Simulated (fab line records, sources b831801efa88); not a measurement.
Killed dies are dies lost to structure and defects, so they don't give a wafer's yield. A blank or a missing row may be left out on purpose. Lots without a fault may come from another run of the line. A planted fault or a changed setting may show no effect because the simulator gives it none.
Which tool did it? | flow sky130 | 6 lots, 18 wafers sampled, at 3 steps of a route of 708

WHAT THE GAUGES READ, wafer by wafer
SKY_VIA3_THK_MEAS_23: measures by xrf.
lot  | measured     | on            | VIA3_W_THK (nm)
L122 | day 40 08:22 | film_metro-03 | 404 399 399
L124 | day 40 21:08 | film_metro-02 | 399 402 408
L131 | day 43 02:00 | film_metro-02 | 411 407 408
L134 | day 43 17:49 | film_metro-01 | 404 402 405
L137 | day 44 22:23 | film_metro-03 | 405 412 401
L143 | day 46 04:11 | film_metro-02 | 412 413 409

WHICH TOOL RAN EACH LOT (tool, then ch and the chambers of the sampled wafers, then the start)
lot  | SKY_LOCAL_INTERCONNECT_ETCH_13    | SKY_VIA3_SPUTTER_20
L122 | rie_metal-03 ch 0,1, day 30 23:59 | pvd_sputter-04, day 40 08:02
L124 | rie_metal-03 ch 0,1, day 31 15:01 | pvd_sputter-03, day 40 20:49
L131 | rie_metal-04 ch 0,1, day 34 02:10 | pvd_sputter-03, day 43 01:41
L134 | rie_metal-03 ch 0,1, day 34 22:07 | pvd_sputter-03, day 43 17:29
L137 | rie_metal-02 ch 0,1, day 36 07:34 | pvd_sputter-03, day 44 22:04
L143 | rie_metal-03 ch 0,1, day 37 17:55 | pvd_sputter-04, day 46 03:53
- SKY_LOCAL_INTERCONNECT_ETCH_13: etches BARC in N2/H2, stops on SiO2, time 45.9 s, target depth 60 nm.
- SKY_VIA3_SPUTTER_20: material TiN, target thk 20 nm, time 80 s.

THE ANSWER, worked out from the rows above alone
Rule: what is usual is taken from the lots themselves. Put in order of their means at a reading, lots are off if they are a third of the lots or fewer, leave a main group of 4 or more, and stand apart from it by a gap of 3 or more times the standard deviation of the main group's means; of several such gaps the widest counts. A main group whose means are all the same, to the digits that the tables above print for the reading, isn't used. A lot without any number at a reading at which 4 lots or more have one is off too. The other lots that the step has rows for count as sound.
No lot is off at any reading shown: from this, nothing can be told.

WHAT THE SIMULATOR HAD PUT IN
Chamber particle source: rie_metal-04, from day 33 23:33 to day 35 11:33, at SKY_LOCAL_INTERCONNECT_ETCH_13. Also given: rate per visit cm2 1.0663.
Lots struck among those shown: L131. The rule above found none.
